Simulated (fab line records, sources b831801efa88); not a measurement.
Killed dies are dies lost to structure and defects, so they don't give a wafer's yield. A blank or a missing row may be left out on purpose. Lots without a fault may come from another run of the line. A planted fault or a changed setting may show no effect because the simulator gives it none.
Chamber matching | flow gf180mcu | GF_V4_CMP_26 on cmp-01: 4 sister chambers
The step polishes, stops on SiO2, t overpolish 15 s, target thk 0 nm. 4 wafers are shown with their chamber, then 7 later ones without.

WAFERS WITH THEIR CHAMBER
wafer  | chamber | motor_current_A (A)
L866.1 | 3       | 10.4
L866.5 | 0       | 13.0
L871.2 | 1       | 9.0
L871.3 | 2       | 9.5

WAFERS WITHOUT THEIR CHAMBER
wafer  | motor_current_A (A)
L871.5 | 8.6
L873.1 | 12.5
L873.4 | 9.0
L873.6 | 9.3
L879.2 | 13.4
L879.4 | 9.9
L879.5 | 9.6

WHICH CHAMBER EACH WENT THROUGH
wafer  | from the rows above          | in truth
L871.5 | can't be placed: 1 or 2      | 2
L873.1 | 0                            | 0
L873.4 | can't be placed: 1 or 2      | 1
L873.6 | can't be placed: 2 or 1      | 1
L879.2 | 0                            | 0
L879.4 | can't be placed: 2 or 3 or 1 | 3
L879.5 | can't be placed: 2 or 1      | 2
Placed correctly: 2 of 7. Can't be placed from these rows: 5 (the true chamber is among the candidates in 5). Placed wrongly: 0.
How it was worked out, from the rows above alone: a wafer's distance from a chamber is the root of the sum, over the readings, of the square of ((its reading less the chamber's mean) divided by the reading's scatter). The wafer belongs to the nearest chamber; if the next one is less than 2 further off, it can't be placed. A chamber's mean is the mean of its shown wafers. The scatter: with one shown wafer a chamber, the root of the mean of the squares of how far each hidden wafer lies from its nearest shown one.
